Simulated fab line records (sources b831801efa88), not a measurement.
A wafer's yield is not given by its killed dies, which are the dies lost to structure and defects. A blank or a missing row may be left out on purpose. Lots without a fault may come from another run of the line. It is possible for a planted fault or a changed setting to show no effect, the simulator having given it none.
fab line records / flow sky130 / part 2 of 2: steps 44 to 44 of 44
record: lots: 6 wafers: 18 last-day: 50
route steps=708 shown DNWELL@41 PWDE@45 NWELL@56 PAD_OPEN@708
lots that met no fault: from a run of the same line without faults
start-h: start of the lot's first displayed wafer, in hours after the record's first day / wait-h: how many hours have passed since the lot's step before this one / " as in the row above / L1.1+2: a single row standing in for several wafers / - no value present, or no start provided / * or withheld: withheld / < > ~ a bound
route shown NAME@n: names a module that has steps shown in the file, with the first one's number in the route / usual: the fault-free wafers' mean and standard deviation / same: alike in all rows / chamber/n: place in a boat / sites: the reading at each site / _std_site: standard deviation of those values / _edge_site: the outer-site mean with the inner-site mean subtracted / radius-mm: how far each site lies from the wafer's centre / mask NAME#n: copy n / behind: the last tool/chamber to shape the wafer / hold: reason for holding the lot/hours on hold/outcome of the hold / device: which transistor (n, p or np) failed to switch / end of line: tests of these same wafers at the route's end / for a step that has no rows: nothing shown but its recipe / killed: not the wafer's yield, but the dies lost to structure and defects at the first sort / map: a wafer's dies, marking killed ones x, the rest . and places with no die _
set.NAME: the setting the step ran with; set.NAME@STEP: the setting that earlier step ran with / model.NAME: the simulator's own value behind a step, which no gauge read
lots seen at some steps along the route; tables by step, rows by wafer
services: when a tool's chamber went out of use (start-h, in hours from the record's first day, below 0 if earlier), for how many hours, and the reason
== steps ==
step: SKY_PAD_OPEN_PROBE_99
usual: killed_at_M0_to_M3: 44/6 killed_at_M4_up: 2.9/1.5 killed-at-contacts: 24/4.9 killed-at-front-end: 16/4.3 killed-at-other: 0.3/0.54 killed-dies: 87/8.7 killed-open: 48/6.7 killed-short: 39/5.9
same: gross-dies: 492 killed-at-back-side: 0
lot.wafer=L964.1 tool=prober-01 chamber=- start-h=1095.48 wait-h=0.1 killed_at_M0_to_M3=42 killed_at_M4_up=3 killed-at-contacts=26 killed-at-front-end=13 killed-at-other=0 killed-dies=84 killed-open=48 killed-short=36 model.etest.res_p_drift_20v.line-ohm-um=1.161e+04 model.etest.res_p_drift_20v.rs-ohm-sq=9767 model.etest.res-pwde-under-gate.rs-ohm-sq=6167
lot.wafer=L964.2 tool=prober-01 chamber=- start-h=1095.53 wait-h=0.1 killed_at_M0_to_M3=50 killed_at_M4_up=3 killed-at-contacts=29 killed-at-front-end=7 killed-at-other=0 killed-dies=89 killed-open=52 killed-short=37 model.etest.res_p_drift_20v.line-ohm-um=1.164e+04 model.etest.res_p_drift_20v.rs-ohm-sq=9835 model.etest.res-pwde-under-gate.rs-ohm-sq=6230
lot.wafer=L964.5 tool=prober-01 chamber=- start-h=1095.68 wait-h=0.2 killed_at_M0_to_M3=43 killed_at_M4_up=3 killed-at-contacts=26 killed-at-front-end=14 killed-at-other=0 killed-dies=86 killed-open=43 killed-short=43 model.etest.res_p_drift_20v.line-ohm-um=1.138e+04 model.etest.res_p_drift_20v.rs-ohm-sq=9576 model.etest.res-pwde-under-gate.rs-ohm-sq=6264
lot.wafer=L967.1 tool=prober-02 chamber=- start-h=1103.43 wait-h=0.1 killed_at_M0_to_M3=59 killed_at_M4_up=5 killed-at-contacts=18 killed-at-front-end=21 killed-at-other=0 killed-dies=103 killed-open=56 killed-short=47 model.etest.res_p_drift_20v.line-ohm-um=1.161e+04 model.etest.res_p_drift_20v.rs-ohm-sq=9711 model.etest.res-pwde-under-gate.rs-ohm-sq=6292
lot.wafer=L967.3 tool=prober-02 chamber=- start-h=1103.53 wait-h=0.2 killed_at_M0_to_M3=39 killed_at_M4_up=1 killed-at-contacts=25 killed-at-front-end=17 killed-at-other=0 killed-dies=82 killed-open=43 killed-short=38 model.etest.res_p_drift_20v.line-ohm-um=1.196e+04 model.etest.res_p_drift_20v.rs-ohm-sq=9950 model.etest.res-pwde-under-gate.rs-ohm-sq=6283
lot.wafer=L967.4 tool=prober-02 chamber=- start-h=1103.58 wait-h=0.2 killed_at_M0_to_M3=35 killed_at_M4_up=2 killed-at-contacts=29 killed-at-front-end=14 killed-at-other=1 killed-dies=81 killed-open=45 killed-short=36 model.etest.res_p_drift_20v.line-ohm-um=1.204e+04 model.etest.res_p_drift_20v.rs-ohm-sq=1.002e+04 model.etest.res-pwde-under-gate.rs-ohm-sq=6215
lot.wafer=L976.3 tool=prober-02 chamber=- start-h=1153.92 wait-h=0.2 killed_at_M0_to_M3=43 killed_at_M4_up=2 killed-at-contacts=27 killed-at-front-end=18 killed-at-other=0 killed-dies=90 killed-open=55 killed-short=34 model.etest.res_p_drift_20v.line-ohm-um=1.102e+04 model.etest.res_p_drift_20v.rs-ohm-sq=9281 model.etest.res-pwde-under-gate.rs-ohm-sq=5369
lot.wafer=L976.4 tool=prober-02 chamber=- start-h=1153.97 wait-h=0.2 killed_at_M0_to_M3=38 killed_at_M4_up=7 killed-at-contacts=34 killed-at-front-end=19 killed-at-other=0 killed-dies=98 killed-open=56 killed-short=42 model.etest.res_p_drift_20v.line-ohm-um=1.142e+04 model.etest.res_p_drift_20v.rs-ohm-sq=9464 model.etest.res-pwde-under-gate.rs-ohm-sq=5380
lot.wafer=L976.6 tool=prober-02 chamber=- start-h=1154.07 wait-h=0.2 killed_at_M0_to_M3=49 killed_at_M4_up=2 killed-at-contacts=18 killed-at-front-end=18 killed-at-other=1 killed-dies=88 killed-open=47 killed-short=40 model.etest.res_p_drift_20v.line-ohm-um=1.09e+04 model.etest.res_p_drift_20v.rs-ohm-sq=9068 model.etest.res-pwde-under-gate.rs-ohm-sq=5368
lot.wafer=L978.3 tool=prober-02 chamber=- start-h=1165.47 wait-h=0.2 killed_at_M0_to_M3=41 killed_at_M4_up=2 killed-at-contacts=26 killed-at-front-end=14 killed-at-other=1 killed-dies=84 killed-open=50 killed-short=34 model.etest.res_p_drift_20v.line-ohm-um=9469 model.etest.res_p_drift_20v.rs-ohm-sq=7949 model.etest.res-pwde-under-gate.rs-ohm-sq=5325
lot.wafer=L978.5 tool=prober-02 chamber=- start-h=1165.57 wait-h=0.2 killed_at_M0_to_M3=54 killed_at_M4_up=3 killed-at-contacts=25 killed-at-front-end=10 killed-at-other=1 killed-dies=93 killed-open=43 killed-short=50 model.etest.res_p_drift_20v.line-ohm-um=9190 model.etest.res_p_drift_20v.rs-ohm-sq=7726 model.etest.res-pwde-under-gate.rs-ohm-sq=5302
lot.wafer=L978.6 tool=prober-02 chamber=- start-h=1165.62 wait-h=0.2 killed_at_M0_to_M3=46 killed_at_M4_up=3 killed-at-contacts=22 killed-at-front-end=11 killed-at-other=0 killed-dies=82 killed-open=47 killed-short=35 model.etest.res_p_drift_20v.line-ohm-um=9577 model.etest.res_p_drift_20v.rs-ohm-sq=8014 model.etest.res-pwde-under-gate.rs-ohm-sq=5314
lot.wafer=L981.1 tool=prober-01 chamber=- start-h=1186.68 wait-h=0.1 killed_at_M0_to_M3=37 killed_at_M4_up=2 killed-at-contacts=28 killed-at-front-end=11 killed-at-other=1 killed-dies=79 killed-open=45 killed-short=33 model.etest.res_p_drift_20v.line-ohm-um=1.088e+04 model.etest.res_p_drift_20v.rs-ohm-sq=8905 model.etest.res-pwde-under-gate.rs-ohm-sq=6194
lot.wafer=L981.3 tool=prober-01 chamber=- start-h=1186.78 wait-h=0.2 killed_at_M0_to_M3=41 killed_at_M4_up=2 killed-at-contacts=22 killed-at-front-end=11 killed-at-other=0 killed-dies=76 killed-open=42 killed-short=34 model.etest.res_p_drift_20v.line-ohm-um=1.145e+04 model.etest.res_p_drift_20v.rs-ohm-sq=9661 model.etest.res-pwde-under-gate.rs-ohm-sq=6177
lot.wafer=L981.4 tool=prober-01 chamber=- start-h=1186.83 wait-h=0.2 killed_at_M0_to_M3=46 killed_at_M4_up=3 killed-at-contacts=32 killed-at-front-end=17 killed-at-other=0 killed-dies=98 killed-open=56 killed-short=42 model.etest.res_p_drift_20v.line-ohm-um=1.179e+04 model.etest.res_p_drift_20v.rs-ohm-sq=9737 model.etest.res-pwde-under-gate.rs-ohm-sq=6203
lot.wafer=L983.1 tool=prober-01 chamber=- start-h=1191.04 wait-h=0.1 killed_at_M0_to_M3=48 killed_at_M4_up=2 killed-at-contacts=18 killed-at-front-end=10 killed-at-other=0 killed-dies=78 killed-open=34 killed-short=44 model.etest.res_p_drift_20v.line-ohm-um=1.089e+04 model.etest.res_p_drift_20v.rs-ohm-sq=8992 model.etest.res-pwde-under-gate.rs-ohm-sq=6189
lot.wafer=L983.2 tool=prober-01 chamber=- start-h=1191.09 wait-h=0.1 killed_at_M0_to_M3=50 killed_at_M4_up=5 killed-at-contacts=19 killed-at-front-end=22 killed-at-other=0 killed-dies=96 killed-open=56 killed-short=40 model.etest.res_p_drift_20v.line-ohm-um=1.084e+04 model.etest.res_p_drift_20v.rs-ohm-sq=8989 model.etest.res-pwde-under-gate.rs-ohm-sq=6240
lot.wafer=L983.5 tool=prober-01 chamber=- start-h=1191.24 wait-h=0.2 killed_at_M0_to_M3=52 killed_at_M4_up=3 killed-at-contacts=20 killed-at-front-end=13 killed-at-other=1 killed-dies=89 killed-open=54 killed-short=35 model.etest.res_p_drift_20v.line-ohm-um=1.071e+04 model.etest.res_p_drift_20v.rs-ohm-sq=9029 model.etest.res-pwde-under-gate.rs-ohm-sq=6169
killed by level:class
L964.1 VIA1:geometric-particle:open=10 VIA3:geometric-particle:open=8 CONTACT:geometric-particle:open=8 METAL2:geometric-particle:short=6 VIA2:geometric-particle:open=6 FIELD_ISO:geometric-particle:short=5 LI_CONTACT:geometric-particle:open=5 LOCAL_INTERCONNECT:geometric-particle:short=5
L964.2 VIA3:geometric-particle:open=13 VIA1:geometric-particle:open=12 CONTACT:geometric-particle:open=11 METAL2:geometric-particle:short=8 LI_CONTACT:geometric-particle:open=7 CONTACT:geometric-particle:short=5 METAL1:geometric-particle:short=5 LOCAL_INTERCONNECT:geometric-particle:short=4
L964.5 LOCAL_INTERCONNECT:geometric-particle:short=8 CONTACT:geometric-particle:open=8 VIA1:geometric-particle:open=8 METAL1:geometric-particle:short=8 METAL2:geometric-particle:short=6 METAL3:geometric-particle:short=6 VIA3:geometric-particle:open=6 FIELD_ISO:geometric-particle:open=5
L967.1 VIA2:geometric-particle:open=11 METAL1:geometric-particle:short=11 VIA1:geometric-particle:open=11 VIA3:geometric-particle:open=11 FIELD_ISO:geometric-particle:open=7 LI_CONTACT:geometric-particle:open=5 CONTACT:geometric-particle:short=5 METAL2:geometric-particle:short=5
L967.3 LI_CONTACT:geometric-particle:open=7 VIA1:geometric-particle:open=7 CONTACT:geometric-particle:short=6 CONTACT:geometric-particle:open=6 METAL1:geometric-particle:short=6 VIA3:geometric-particle:open=6 FIELD_ISO:geometric-particle:open=5 LOCAL_INTERCONNECT:geometric-particle:short=5
L967.4 LI_CONTACT:geometric-particle:open=12 VIA3:geometric-particle:open=8 CONTACT:geometric-particle:open=7 VIA1:geometric-particle:open=6 METAL1:geometric-particle:short=6 POLY_GATE:geometric-particle:short=5 LOCAL_INTERCONNECT:geometric-particle:short=5 FIELD_ISO:geometric-particle:short=4
L976.3 VIA3:geometric-particle:open=10 VIA1:geometric-particle:open=9 CONTACT:geometric-particle:open=8 LI_CONTACT:geometric-particle:open=7 METAL1:geometric-particle:short=6 POLY_GATE:geometric-particle:open=5 FIELD_ISO:geometric-particle:open=4 FIELD_ISO:geometric-particle:short=4
L976.4 CONTACT:geometric-particle:open=15 CONTACT:geometric-particle:short=7 METAL2:geometric-particle:short=7 VIA1:geometric-particle:open=7 POLY_GATE:geometric-particle:open=6 VIA3:geometric-particle:open=6 LOCAL_INTERCONNECT:geometric-particle:open=5 VIA2:geometric-particle:open=5
L976.6 VIA3:geometric-particle:open=7 POLY_GATE:geometric-particle:short=6 LI_CONTACT:geometric-particle:open=6 CONTACT:geometric-particle:open=6 METAL1:geometric-particle:short=6 VIA1:geometric-particle:open=6 VIA2:geometric-particle:open=6 METAL2:geometric-particle:short=5
L978.3 VIA1:geometric-particle:open=11 LI_CONTACT:geometric-particle:open=9 CONTACT:geometric-particle:open=8 VIA1:geometric-particle:short=8 VIA3:geometric-particle:open=7 FIELD_ISO:geometric-particle:open=5 CONTACT:geometric-particle:short=5 VIA3:geometric-particle:short=5
L978.5 VIA1:geometric-particle:open=9 CONTACT:geometric-particle:short=8 CONTACT:geometric-particle:open=8 METAL1:geometric-particle:short=7 METAL2:geometric-particle:short=7 METAL3:geometric-particle:short=7 VIA2:geometric-particle:open=6 VIA3:geometric-particle:open=5
L978.6 VIA1:geometric-particle:open=12 CONTACT:geometric-particle:open=7 VIA2:geometric-particle:open=7 VIA1:geometric-particle:short=7 VIA3:geometric-particle:open=7 LI_CONTACT:geometric-particle:open=6 CONTACT:geometric-particle:short=4 METAL1:geometric-particle:short=4
L981.1 CONTACT:geometric-particle:open=10 VIA1:geometric-particle:open=9 LI_CONTACT:geometric-particle:open=8 METAL2:geometric-particle:short=6 METAL3:geometric-particle:short=6 CONTACT:geometric-particle:short=5 FIELD_ISO:geometric-particle:open=4 VIA2:geometric-particle:open=4
L981.3 LI_CONTACT:geometric-particle:open=9 CONTACT:geometric-particle:open=8 METAL1:geometric-particle:short=6 VIA1:geometric-particle:open=6 VIA3:geometric-particle:open=6 VIA2:geometric-particle:short=5 VIA2:geometric-particle:open=5 METAL3:geometric-particle:short=4
L981.4 CONTACT:geometric-particle:open=14 VIA2:geometric-particle:open=10 METAL1:geometric-particle:short=8 LI_CONTACT:geometric-particle:open=6 VIA1:geometric-particle:short=6 FIELD_ISO:geometric-particle:open=5 LI_CONTACT:geometric-particle:short=5 VIA1:geometric-particle:open=5
L983.1 VIA1:geometric-particle:open=9 VIA1:geometric-particle:short=7 METAL2:geometric-particle:short=7 VIA3:geometric-particle:open=6 LI_CONTACT:geometric-particle:open=6 METAL3:geometric-particle:short=5 CONTACT:geometric-particle:open=4 VIA2:geometric-particle:short=4
L983.2 VIA1:geometric-particle:open=10 LI_CONTACT:geometric-particle:open=9 VIA2:geometric-particle:open=8 VIA3:geometric-particle:open=7 FIELD_ISO:geometric-particle:short=6 CONTACT:geometric-particle:open=6 VIA3:geometric-particle:short=6 FIELD_ISO:geometric-particle:open=5
L983.5 VIA1:geometric-particle:open=13 VIA3:geometric-particle:open=12 LI_CONTACT:geometric-particle:open=8 METAL1:geometric-particle:short=6 CONTACT:geometric-particle:open=5 VIA1:geometric-particle:short=5 VIA2:geometric-particle:open=5 FIELD_ISO:geometric-particle:short=4
== services ==
tool=implanter-02 chamber=- start-h=42.63 hours=47.9 kind=pm
tool=implanter-01 chamber=- start-h=53.73 hours=2.4 kind=repair
tool=plasma-asher-03 chamber=- start-h=56.05 hours=15.6 kind=pm
tool=rtp-anneal-01 chamber=- start-h=65.20 hours=1.2 kind=pm
tool=plasma-asher-02 chamber=- start-h=108.75 hours=9.0 kind=pm
tool=plasma-asher-02 chamber=0 start-h=108.75 hours=9.0 kind=vent-cycle
tool=plasma-asher-02 chamber=1 start-h=108.75 hours=9.0 kind=vent-cycle
tool=implanter-02 chamber=- start-h=109.46 hours=4.2 kind=repair
tool=implanter-04 chamber=- start-h=115.29 hours=1.3 kind=repair
tool=plasma-asher-02 chamber=0 start-h=117.75 hours=- kind=clean
tool=plasma-asher-02 chamber=1 start-h=117.75 hours=- kind=clean
tool=implanter-02 chamber=- start-h=127.31 hours=3.2 kind=pm
tool=implanter-01 chamber=- start-h=132.01 hours=3.6 kind=pm
tool=implanter-01 chamber=- start-h=137.33 hours=1.5 kind=repair
tool=implanter-02 chamber=- start-h=148.26 hours=2.1 kind=repair
tool=plasma-asher-04 chamber=- start-h=157.24 hours=3.4 kind=repair
tool=plasma-asher-02 chamber=- start-h=163.06 hours=2.0 kind=repair
tool=plasma-asher-03 chamber=- start-h=169.87 hours=14.6 kind=pm
tool=rtp-anneal-02 chamber=- start-h=214.83 hours=49.5 kind=pm
== key ==
first-sign: step: SKY_PWDE_IMPLANT_08 reading: end-station-pressure-torr direction: up sigmas: 99+ usual: 5.03e-06 struck: 8.434e-05
effect: step: SKY_PWDE_IMPLANT_08 reading: beam-on-s direction: up sigmas: 9.4 usual: 10.01 struck: 11.79
effect: step: SKY_PWDE_TW_MEAS_10 reading: PWDE_TW direction: up sigmas: 10 usual: 372.5 struck: 389.6
effect: step: SKY_NWELL_RS_MEAS_31 reading: PWDE_RS direction: down sigmas: 28 usual: 5274 struck: 4680
model-effect: step: SKY_PAD_OPEN_PROBE_99 value: etest.res_p_drift_20v.line-ohm-um without: 1.178e+04 struck: 1.026e+04
met-at SKY_PWDE_IMPLANT_08
struck-wafers L976.3,L976.4,L976.6,L978.3,L978.5,L978.6
tester-left-out L976,L978
onset-between 78.01 148.35
fault: kind: process-parameter-drift tool: implanter-01 chamber: - onset-h: 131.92 steps: SKY_PWDE_IMPLANT_08 channel: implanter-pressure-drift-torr offset: 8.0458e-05 shape: step end-h: 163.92
fault: kind: process-parameter-drift tool: implanter-01 chamber: - onset-h: 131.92 steps: SKY_PWDE_IMPLANT_08 channel: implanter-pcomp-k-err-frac offset: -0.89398 shape: step end-h: 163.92
tester-left-out: of these lots the tester's yield and bins aren't shown, on N5 and GAA mostly nor the transistor test; their killed dies are dies lost to structure and defects alone, not to doping, threshold or leakage, so they don't give the yield
